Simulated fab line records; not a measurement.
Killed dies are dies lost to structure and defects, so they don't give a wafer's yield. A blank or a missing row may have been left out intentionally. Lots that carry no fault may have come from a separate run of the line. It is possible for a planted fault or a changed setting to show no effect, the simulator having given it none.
The tool behind it: which one? + flow sky130 + 24 lots, 72 wafers sampled, at 3 steps of a route of 708

== WHAT THE GAUGES SHOWED, per wafer ==
SKY_CONTACT_CD_MEAS_14 targets a cd of 170 nm. Usual: 169.9 nm for cdNm, sd 1.6.
| lot  | measured     | on       | cdNm (nm)         | flag |
|------|--------------|----------|-------------------|------|
| L074 | day 31 06:35 | cdSem-01 | 170.1 169.8 170.6 |      |
| L075 | day 31 23:37 | cdSem-01 | 171.5 170.2 170.1 |      |
| L076 | day 32 04:43 | cdSem-02 | 167.2 167.5 168.7 |      |
| L077 | day 32 10:49 | cdSem-01 | 169.1 170.0 169.7 |      |
| L078 | day 32 14:26 | cdSem-01 | 171.0 170.3 170.0 |      |
| L079 | day 32 23:28 | cdSem-02 | 167.1 167.8 167.9 |      |
| L080 | day 33 17:07 | cdSem-01 | 167.2 167.3 167.6 |      |
| L081 | day 34 07:25 | cdSem-01 | 170.5 169.2 169.7 |      |
| L082 | day 35 03:25 | cdSem-02 | 170.0 169.1 169.2 |      |
| L083 | day 35 07:15 | cdSem-02 | 168.8 169.6 168.4 |      |
| L085 | day 35 11:56 | cdSem-01 | 168.1 169.5 168.4 |      |
| L084 | day 35 13:58 | cdSem-01 | 172.7 171.7 171.5 |      |
| L086 | day 35 17:43 | cdSem-01 | 167.0 168.9 167.4 |      |
| L088 | day 36 07:02 | cdSem-01 | 169.8 171.0 172.2 |      |
| L087 | day 36 13:49 | cdSem-02 | 167.2 166.8 166.7 |      |
| L090 | day 37 03:59 | cdSem-02 | 171.5 171.6 171.7 |      |
| L089 | day 37 04:20 | cdSem-02 | 170.5 171.9 168.9 |      |
| L091 | day 37 14:16 | cdSem-02 | 169.8 170.8 168.9 |      |
| L092 | day 37 15:33 | cdSem-01 | 170.9 168.9 169.3 |      |
| L093 | day 37 17:02 | cdSem-01 | 168.9 169.8 168.2 |      |
| L095 | day 38 03:22 | cdSem-01 | 170.3 170.5 169.8 |      |
| L094 | day 38 04:23 | cdSem-02 | 173.1 172.6 172.0 |      |
| L096 | day 38 12:58 | cdSem-02 | 170.0 171.3 172.4 |      |
| L097 | day 38 17:19 | cdSem-02 | 170.7 170.2 170.8 |      |

SKY_METAL1_CD_MEAS_15 targets a cd of 140 nm. Usual: 139.9 nm for cdNm, sd 1.8.
| lot  | measured     | on       | cdNm (nm)         | flag |
|------|--------------|----------|-------------------|------|
| L074 | day 32 12:28 | cdSem-01 | 138.8 138.8 137.7 |      |
| L075 | day 33 04:26 | cdSem-01 | 141.9 141.8 140.3 |      |
| L076 | day 33 09:02 | cdSem-01 | 137.3 138.7 140.3 |      |
| L077 | day 33 16:02 | cdSem-02 | 137.0 136.1 136.6 |      |
| L078 | day 33 18:41 | cdSem-01 | 140.0 138.8 140.7 |      |
| L079 | day 34 04:17 | cdSem-01 | 140.1 138.4 139.3 |      |
| L080 | day 34 21:02 | cdSem-01 | 141.1 141.5 142.0 |      |
| L081 | day 35 10:31 | cdSem-02 | 138.0 137.6 136.6 |      |
| L082 | day 36 06:52 | cdSem-02 | 142.1 142.5 143.5 |      |
| L083 | day 36 12:05 | cdSem-01 | 139.2 140.4 138.8 |      |
| L085 | day 36 15:40 | cdSem-02 | 138.0 138.8 138.5 |      |
| L084 | day 36 17:59 | cdSem-02 | 142.6 142.4 141.8 |      |
| L086 | day 36 20:43 | cdSem-02 | 137.8 136.9 138.3 |      |
| L088 | day 37 10:55 | cdSem-01 | 141.7 143.1 142.7 |      |
| L087 | day 37 18:06 | cdSem-02 | 142.1 143.8 142.5 |      |
| L090 | day 38 07:36 | cdSem-02 | 139.9 140.8 139.6 |      |
| L089 | day 38 08:08 | cdSem-02 | 139.3 138.2 138.4 |      |
| L091 | day 38 17:28 | cdSem-01 | 142.1 141.8 144.2 |      |
| L092 | day 38 18:39 | cdSem-02 | 141.8 139.2 140.6 |      |
| L093 | day 38 20:28 | cdSem-01 | 139.7 140.3 141.2 |      |
| L095 | day 39 06:26 | cdSem-01 | 139.8 139.0 137.4 |      |
| L094 | day 39 07:14 | cdSem-02 | 136.2 136.2 137.9 |      |
| L096 | day 39 16:06 | cdSem-02 | 140.5 138.7 140.2 |      |
| L097 | day 39 19:13 | cdSem-01 | 141.7 140.7 139.9 |      |

== WHAT TOOL EACH LOT RAN ON (gives the tool, then ch and the chambers of the sampled wafers, and finally the start) ==
| lot  | SKY_CONTACT_CMP_27            |
|------|-------------------------------|
| L074 | cmp-01 ch 0,2,3, day 31 08:05 |
| L075 | cmp-01 ch 0,3, day 32 00:58   |
| L076 | cmp-02 ch 0,2,3, day 32 06:17 |
| L077 | cmp-01 ch 0,1, day 32 12:32   |
| L078 | cmp-02 ch 0,2, day 32 16:06   |
| L079 | cmp-02 ch 1,2,3, day 33 00:41 |
| L080 | cmp-01 ch 1,2,3, day 33 18:23 |
| L081 | cmp-01 ch 0,1,2, day 34 08:37 |
| L082 | cmp-02 ch 0,1, day 35 04:44   |
| L083 | cmp-01 ch 0,1, day 35 09:55   |
| L085 | cmp-01 ch 1,3, day 35 13:09   |
| L084 | cmp-01 ch 1,2, day 35 15:13   |
| L086 | cmp-01 ch 0,1,3, day 35 18:58 |
| L088 | cmp-01 ch 0,1,3, day 36 08:22 |
| L087 | cmp-01 ch 1,2, day 36 15:11   |
| L090 | cmp-01 ch 0,1,3, day 37 05:13 |
| L089 | cmp-01 ch 0,3, day 37 05:34   |
| L091 | cmp-01 ch 0,1, day 37 15:42   |
| L092 | cmp-01 ch 1,2, day 37 16:49   |
| L093 | cmp-01 ch 0,1, day 37 18:22   |
| L095 | cmp-01 ch 1,2,3, day 38 04:42 |
| L094 | cmp-01 ch 0,3, day 38 05:34   |
| L096 | cmp-02 ch 0,2,3, day 38 14:12 |
| L097 | cmp-01 ch 0,1,2, day 38 18:36 |
- SKY_CONTACT_CMP_27: polishes, stops on SiO2, t overpolish 15 s, target thk 0 nm.

== AS READ BY THE TOOLS THEMSELVES (means over the sampled wafers that have a number; for cases with no such wafer, the mark the record gives instead) ==
SKY_CONTACT_CMP_27. Usual: motorCurrentA 11.2 A, standard deviation 1.6; overpolishRunS 15.000 s, standard deviation 0.009; timeToEndpointS 81 s, standard deviation 3.3.
| lot  | tool   | motorCurrentA (A) | overpolishRunS (s) | timeToEndpointS (s) | flag |
|------|--------|-------------------|--------------------|---------------------|------|
| L074 | cmp-01 | 10.0              | 14.998             | 79                  |      |
| L075 | cmp-01 | 9.9               | 14.998             | 80                  |      |
| L076 | cmp-02 | 11.1              | 14.996             | 89                  |      |
| L077 | cmp-01 | 11.3              | 15.008             | 84                  |      |
| L078 | cmp-02 | 9.7               | 14.999             | 77                  |      |
| L079 | cmp-02 | 11.1              | 15.000             | 87                  |      |
| L080 | cmp-01 | 11.3              | 14.995             | 80                  |      |
| L081 | cmp-01 | 11.8              | 14.991             | 80                  |      |
| L082 | cmp-02 | 10.6              | 15.004             | 79                  |      |
| L083 | cmp-01 | 12.5              | 14.998             | 79                  |      |
| L085 | cmp-01 | 12.6              | 15.005             | 80                  |      |
| L084 | cmp-01 | 12.8              | 14.997             | 80                  |      |
| L086 | cmp-01 | 10.8              | 15.003             | 84                  |      |
| L088 | cmp-01 | 11.0              | 15.005             | 83                  |      |
| L087 | cmp-01 | 12.5              | 15.005             | 83                  |      |
| L090 | cmp-01 | 11.2              | 14.999             | 79                  |      |
| L089 | cmp-01 | 10.1              | 15.002             | 82                  |      |
| L091 | cmp-01 | 11.3              | 15.004             | 81                  |      |
| L092 | cmp-01 | 12.3              | 15.002             | 79                  |      |
| L093 | cmp-01 | 13.2              | 14.986             | 82                  |      |
| L095 | cmp-01 | 11.1              | 15.010             | 83                  |      |
| L094 | cmp-01 | 9.8               | 14.998             | 79                  |      |
| L096 | cmp-02 | 10.7              | 15.000             | 81                  |      |
| L097 | cmp-01 | 12.1              | 15.005             | 85                  |      |

== THE ANSWER, worked out from the rows above alone ==
Rule: take the mean of a lot's wafers that have a number; if it is more than 3 standard deviations from the usual mean, the lot is off. A lot without any number at a reading at which 4 lots or more have one is off too. Any other lot the step has rows for is counted as sound. After the gauges, taken in route order, come the tools' own readings; for these a lot's mean is taken, as printed above. The first step at which some lot is off is used, and at that step the reading that is off furthest; a lot without a number counts as furthest.
None of the lots is off at any reading shown; this tells nothing.

== WHAT THE SIMULATOR HAD PUT IN ==
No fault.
